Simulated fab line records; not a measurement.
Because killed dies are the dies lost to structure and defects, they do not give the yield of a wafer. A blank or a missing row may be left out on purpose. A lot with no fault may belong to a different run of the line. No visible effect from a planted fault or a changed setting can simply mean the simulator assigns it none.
fab line records | flow sky130
record: lots: 6 wafers: 18 last_day: 50
route steps=708 shown VIA1@460 PAD_OPEN@708
lots that met no fault: from a run of the same line without faults
start_h: start of the lot's first displayed wafer, in hours after the record's first day | wait_h: time in hours since the lot's previous step | " the same as in the row above | L1.1+2: several wafers, shown together as one row | - value missing, or start not given | * or withheld: withheld | < > ~ a bound
route shown NAME@n: names a module that has steps shown in the file, with the first one's number in the route | usual: the fault-free wafers' mean and standard deviation | same: alike in all rows | chamber/n: place in a boat | sites: readings site by site | _std_site: how widely they spread, as a standard deviation | _edge_site: the outer-site mean with the inner-site mean subtracted | radius_mm: for every site, how far away it sits from the centre of the wafer | mask NAME#n: copy n | behind: the most recent tool/chamber to have shaped the wafer | hold: reason for holding the lot/hours on hold/outcome of the hold | device: transistor that didn't switch, given as n, p or np | end of line: the tests these same wafers got at the end of their route | a step given without rows: its recipe and nothing more | killed: the dies lost at the first sort to structure and to defects; this is not the yield of the wafer | map: a wafer's dies, x killed, . not, _ none there
set.NAME: the setting the step ran with; set.NAME@STEP: the setting that earlier step ran with | model.NAME: the simulator's own value behind a step, which no gauge read
lots at selected steps of the route; one table per step, one row per wafer
services: from which hour (start_h, from the record's first day; less than 0 if before it) a tool's chamber was out of use, for how many hours, and why
== steps ==
step: SKY_VIA1_CMP_02
recipe: material: SiO2 down_force_psi: 4 platen_rpm: 60 pad_velocity_m_s: 0.94248
usual: motor_current_A: 12.6/1.5 slurry_flow_ml_min: 150.0/0.44
columns lot.wafer tool chamber start_h wait_h motor_current_A slurry_flow_ml_min
L207.1 cmp-02 1 807.06 0.2 10.3 150.2
L207.6 " 0 " " 14.3 150.0
L207.5 " 1 " " 10.8 151.1
L208.3 cmp-02 3 817.85 0.0 13.7 150.3
L208.1 " 2 " " 13.2 150.4
L208.5 " 3 " " 13.0 150.4
L216.3 cmp-01 0 877.48 0.0 16.1 149.9
L216.1 " 2 " " 11.4 149.6
L216.5 " 0 " " 15.1 150.0
L218.1 cmp-01 0 885.18 0.1 14.9 150.1
L218.4 " 2 " " 11.8 149.4
L218.2 " 3 " " 11.3 150.6
L222.4 cmp-02 3 919.79 0.1 13.7 149.5
L222.6 " 2 " " 12.1 150.5
L222.5 " 3 " " 13.6 150.3
L225.3 cmp-02 1 937.14 0.2 10.2 150.5
L225.4 " 2 " " 13.0 149.9
L225.5 " 0 " " 14.0 149.4
step: SKY_VIA1_BOW_MEAS_03
recipe: mode: bow
usual: VIA1_BOW: 81/6.6
columns lot.wafer tool chamber start_h wait_h VIA1_BOW[um]
L207.1 film_metro-02 - 807.31 0.2 78
L207.5 " - " " 81
L207.6 " - " " 75
L208.1 film_metro-02 - 818.15 0.1 77
L208.3 " - " " 84
L208.5 " - " " 86
L216.1 film_metro-02 - 877.78 0.1 80
L216.3 " - " " 74
L216.5 " - " " 73
L218.1 film_metro-03 - 885.48 0.2 79
L218.2 " - " " 74
L218.4 " - " " 68
L222.4 film_metro-03 - 920.10 0.3 85
L222.5 " - " " 80
L222.6 " - " " 82
L225.3 film_metro-04 - 937.43 0.2 88
L225.4 " - " " 76
L225.5 " - " " 94
step: SKY_VIA1_DEHYDRATE_04
recipe: temp_c: 200 time_s: 60
step: SKY_VIA1_HMDS_05
recipe: prime_time_s: 60 prime_temp_c: 120
step: SKY_VIA1_COAT_06
recipe: resist: BARC temp_c: withheld time_s: withheld spin_rpm: 3000 resist_thk_nm: 60
step: SKY_VIA1_COAT_07
recipe: resist: KrF-thick spin_rpm: 3000 resist_thk_nm: 450
step: SKY_VIA1_SOFTBAKE_08
recipe: temp_c: 100 time_s: 90 resist: KrF-thick
step: SKY_VIA1_EXPOSE_09
recipe: mask_id: VIM na: 0.8 source_shape: annular sigma_inner: 0.55 sigma_outer: 0.85 target_cd_nm: 150 dose_mj: 38
step: SKY_VIA1_PEB_10
recipe: peb_temp_c: withheld peb_time_s: withheld resist: KrF-thick
step: SKY_VIA1_DEVELOP_11
recipe: develop_time_s: 60 resist: KrF-thick dev_temp_c: 21
step: SKY_VIA1_CD_MEAS_12
recipe: target_cd_nm: 150
usual: cd_nm: 150.2/1.6
columns lot.wafer tool chamber start_h wait_h cd_nm
L207.1 cd_sem-01 - 833.54 - 149.9
L207.5 " - " " 149.3
L207.6 " - " " 149.8
L208.1 cd_sem-01 - 843.92 - 151.3
L208.3 " - " " 149.8
L208.5 " - " " 149.3
L216.1 cd_sem-02 - 903.54 - 150.7
L216.3 " - " " 152.0
L216.5 " - " " 150.2
L218.1 cd_sem-02 - 911.12 - 148.9
L218.2 " - " " 148.6
L218.4 " - " " 149.3
L222.4 cd_sem-01 - 950.20 - 150.6
L222.5 " - " " 148.5
L222.6 " - " " 150.1
L225.3 cd_sem-01 - 960.73 - 150.4
L225.4 " - " " 149.3
L225.5 " - " " 149.3
step: SKY_VIA1_OVL_MEAS_13
usual: VIA1_OVL: -3/5.5
columns lot.wafer tool chamber start_h wait_h VIA1_OVL[nm]
L207.1 overlay-02 - 833.66 0.1 -1
L207.5 " - " " 3
L207.6 " - " " 2
L208.1 overlay-01 - 844.04 0.1 -2
L208.3 " - " " -1
L208.5 " - " " 5
L216.1 overlay-02 - 903.66 0.1 -4
L216.3 " - " " -4
L216.5 " - " " -10
L218.1 overlay-02 - 911.24 0.1 -1
L218.2 " - " " -6
L218.4 " - " " 3
L222.4 overlay-02 - 950.28 0.1 -4
L222.5 " - " " 0
L222.6 " - " " -13
L225.3 overlay-01 - 960.82 0.1 -15
L225.4 " - " " -5
L225.5 " - " " -11
step: SKY_VIA1_ETCH_14
recipe: chemistry: N2/H2 target: BARC ion_energy_ev: 200 source_w: 500 bias_w: 100 pressure_mtorr: 30 n2_flow_sccm: 100 h2_flow_sccm: 200 stop_on: SiO2 time_s: 45.9 target_depth_a: 600
usual: drypump_motor_current_A: 5.7/0.49 oes_product_au: 0.854/0.0049 throttle_valve_pct: 13.226/0.0093
columns lot.wafer tool chamber start_h wait_h drypump_motor_current_A oes_product_au rf_hours_counter_h throttle_valve_pct model.KrF-thick_of_VIA1_COAT_07.thk_nm
L207.1 rie_diel-03 2 833.69 0.0 5.3 0.860 9 13.220 395.3
L207.5 " 1 " " 6.4 0.855 - 13.235 393.2
L207.6 " 0 " " 6.6 0.858 - 13.232 394.8
L208.1 rie_diel-01 3 844.08 0.0 5.2 0.847 14 13.241 393.3
L208.3 " 2 " " 6.1 0.854 2 13.237 391.7
L208.5 " 3 " " 5.2 0.855 - 13.233 392.4
L216.1 rie_diel-03 2 903.70 0.0 5.4 0.853 11 13.216 401.1
L216.3 " 3 " " 5.5 0.846 6 13.242 398.8
L216.5 " 3 " " 5.5 0.858 - 13.222 399.6
L218.1 rie_diel-03 0 911.28 0.0 6.6 0.858 13 13.212 400.3
L218.2 " 2 " " 5.4 0.844 11 13.219 401.2
L218.4 " 3 " " 5.5 0.852 6 13.229 397.6
L222.4 rie_diel-04 3 950.32 0.0 5.3 0.859 - 13.235 393.4
L222.5 " 1 " " 5.8 0.849 - 13.241 391.2
L222.6 " 2 " " 5.7 0.856 - 13.224 391.9
L225.3 rie_diel-04 1 960.85 0.0 5.9 0.852 8 13.230 390.6
L225.4 " 1 " " 5.8 0.855 - 13.231 391.1
L225.5 " 2 " " 5.7 0.853 - 13.226 392.4
step: SKY_VIA1_ETCH_15
recipe: target: SiO2 chemistry: C4F8/O2/Ar target_depth_nm: 351 stop_on: TiN mask_material: KrF-thick source_w: 1500 bias_w: 1200 pressure_mtorr: 40 c4f8_flow_sccm: withheld O2_flow_sccm: 6 Ar_flow_sccm: 300 time_s: 54
usual: oes_product_au: 0.982/0.0059
columns lot.wafer tool chamber start_h wait_h oes_product_au rf_hours_counter_h model.KrF-thick_of_VIA1_COAT_07.thk_nm
L207.1 rie_diel-03 2 833.74 0.0 0.988 9 325
L207.5 " 1 " " 0.984 - 322.3
L207.6 " 0 " " 0.981 - 324.2
L208.1 rie_diel-01 3 844.12 0.0 0.979 14 323.5
L208.3 " 2 " " 0.985 2 321.5
L208.5 " 3 " " 0.975 - 323
L216.1 rie_diel-03 2 903.74 0.0 0.973 11 331.5
L216.3 " 3 " " 0.978 6 327
L216.5 " 3 " " 0.978 - 327.6
L218.1 rie_diel-03 0 911.32 0.0 0.979 13 330.4
L218.2 " 2 " " 0.980 11 332.4
L218.4 " 3 " " 0.984 6 326.8
L222.4 rie_diel-04 3 950.36 0.0 0.978 - 322.7
L222.5 " 1 " " 0.990 - 320.3
L222.6 " 2 " " 0.972 - 322.5
L225.3 rie_diel-04 1 960.89 0.0 0.988 8 317.8
L225.4 " 1 " " 0.977 - 318.8
L225.5 " 2 " " 0.984 - 321.8
step: SKY_VIA1_STRIP_16
recipe: chemistry: O2/N2 power_w: 1400 pressure_mtorr: 1500 platen_temp_c: withheld o2_flow_sccm: 3000 n2_flow_sccm: 300 overash_fraction: 0.5
usual: drypump_motor_current_A: 6.0/0.46 oes_product_au: 0.415/0.0046 strip_time_to_endpoint_s: 4.450/0.019
columns lot.wafer tool chamber start_h wait_h drypump_motor_current_A oes_product_au rf_hours_counter_h strip_time_to_endpoint_s
L207.1 plasma_asher-02 1 833.78 0.0 5.0 0.415 10 4.484
L207.5 " 0 " " 6.4 0.420 - 4.447
L207.6 " 1 " " 5.1 0.424 - 4.488
L208.1 plasma_asher-04 0 844.17 0.0 6.1 0.414 67 4.479
L208.3 " 1 " " 6.3 0.409 - 4.437
L208.5 " 0 " " 6.1 0.416 - 4.460
L216.1 plasma_asher-04 1 903.78 0.0 6.2 0.412 74 4.555
L216.3 " 1 " " 6.2 0.412 - 4.498
L216.5 " 1 " " 6.3 0.424 - 4.512
L218.1 plasma_asher-01 1 911.37 0.0 6.0 0.413 111 4.536
L218.2 " 0 " " 6.2 0.413 111 4.559
L218.4 " 0 " " 6.2 0.417 - 4.502
L222.4 plasma_asher-04 0 950.42 0.0 6.1 0.427 - 4.474
L222.5 " 1 " " 6.2 0.411 - 4.422
L222.6 " 0 " " 6.1 0.418 - 4.459
L225.3 plasma_asher-02 1 960.97 0.1 5.1 0.408 - 4.397
L225.4 " 0 " " 6.4 0.412 - 4.417
L225.5 " 1 " " 5.1 0.413 - 4.465
step: SKY_VIA1_STRIP_17
recipe: chemistry: post_etch_residue_remover time_s: 1200 temp_c: 72.5
step: SKY_PAD_OPEN_PROBE_99
usual: defect_limited_yield: 82.5/1.7 killed_at_M0_to_M3: 43/6.7 killed_at_M4_up: 3.2/1.8 killed_at_contacts: 24/4.8 killed_at_front_end: 16/4.2 killed_at_other: 0.3/0.56 killed_dies: 86/8.5 killed_open: 47/6.7 killed_short: 39/6 sort_bin_3_pad_short: 0.9/0.45 sort_bin_5_function: 10.3/1.6 sort_bin_6_memory: 6.3/1 sort_n_pass: 406/8.5 sort_yield_pct: 82.5/1.7
same: gross_dies: 492 killed_at_back_side: 0 sort_bin_4_leakage[%]: 0 sort_bin_8_speed[%]: 0
columns lot.wafer tool chamber start_h wait_h defect_limited_yield[%] killed_at_M0_to_M3 killed_at_M4_up killed_at_contacts killed_at_front_end killed_at_other killed_dies killed_open killed_short sort_bin_3_pad_short[%] sort_bin_5_function[%] sort_bin_6_memory[%] sort_n_pass sort_yield_pct[%]
L208.1 prober-01 - 1115.53 0.1 81.7 52 3 22 12 1 90 48 42 0.8 11.8 5.7 402 81.7
L208.3 prober-01 - 1115.63 0.2 79.3 51 3 25 20 3 102 52 48 1.4 13.6 5.7 390 79.3
L208.5 prober-01 - 1115.73 0.2 84.1 35 3 20 19 1 78 39 39 0.6 9.1 6.1 414 84.1
killed by level:class
L208.1 VIA1:geometric_particle:open=13 CONTACT:geometric_particle:open=9 VIA3:geometric_particle:open=8 METAL1:geometric_particle:short=6 POLY_GATE:geometric_particle:short=4 LOCAL_INTERCONNECT:geometric_particle:short=4 VIA2:geometric_particle:open=4 VIA1:geometric_particle:short=4
L208.3 VIA1:geometric_particle:open=13 VIA3:geometric_particle:open=8 CONTACT:geometric_particle:open=7 METAL2:geometric_particle:short=7 VIA2:geometric_particle:open=7 LOCAL_INTERCONNECT:geometric_particle:short=6 FIELD_ISO:geometric_particle:short=5 CONTACT:geometric_particle:short=5
L208.5 LI_CONTACT:geometric_particle:open=7 VIA2:geometric_particle:open=6 CONTACT:geometric_particle:short=5 VIA1:geometric_particle:open=5 METAL2:geometric_particle:short=5 FIELD_ISO:geometric_particle:short=4 CONTACT:geometric_particle:open=4 METAL2:geometric_particle:open=4
== services ==
columns tool chamber start_h hours kind
rie_diel-01 3 788.17 11.7 repair
rie_diel-03 2 793.93 12.4 repair
plasma_asher-04 - 803.76 15.6 pm
cmp-01 - 823.07 0.5 repair
plasma_asher-02 - 841.07 5.9 repair
cmp-01 - 844.49 27.0 pm
cmp-01 - 886.47 2.1 repair
cmp-01 - 888.48 1.5 repair
cmp-01 - 892.21 6.4 pm
rie_diel-03 1 892.70 13.3 repair
cmp-02 - 900.00 1.4 repair
rie_diel-04 - 910.08 2.8 pm
cmp-02 - 912.33 4.0 pm
rie_diel-03 3 913.71 4.5 repair
cmp-02 - 916.33 - consumable_replace:conditioner
cmp-02 - 916.33 - consumable_replace:pad
rie_diel-01 1 932.90 3.6 repair
cmp-01 - 935.90 1.7 repair
cmp-02 - 940.13 5.8 pm
plasma_asher-02 - 946.07 0.6 repair
rie_diel-04 0 946.98 - clean
cmp-01 - 953.65 2.8 repair
cmp-01 - 953.91 1.3 repair
rie_diel-01 0 960.96 5.5 repair
== key ==
first_sign: step: SKY_VIA1_STRIP_16 reading: strip_time_to_endpoint_s direction: up sigmas: 4 usual: * struck: *
effect none on later readings
model_effect: step: SKY_VIA1_ETCH_14 value: KrF-thick_of_VIA1_COAT_07.thk_nm without: 392.7 struck: 399.8
model_effect: step: SKY_VIA1_ETCH_15 value: KrF-thick_of_VIA1_COAT_07.thk_nm without: 322.2 struck: 329.3
met_at SKY_VIA1_ETCH_14
struck_wafers L216.1,L216.3,L216.5,L218.1,L218.2,L218.4
onset_between 833.69 903.70
also_fits SKY_VIA1_CMP_02:cmp-01,SKY_VIA1_ETCH_15:rie_diel-03
fault: kind: process_parameter_drift tool: rie_diel-03 chamber: - onset_h: 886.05 steps: SKY_VIA1_ETCH_14 channel: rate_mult offset: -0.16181 shape: step end_h: 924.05
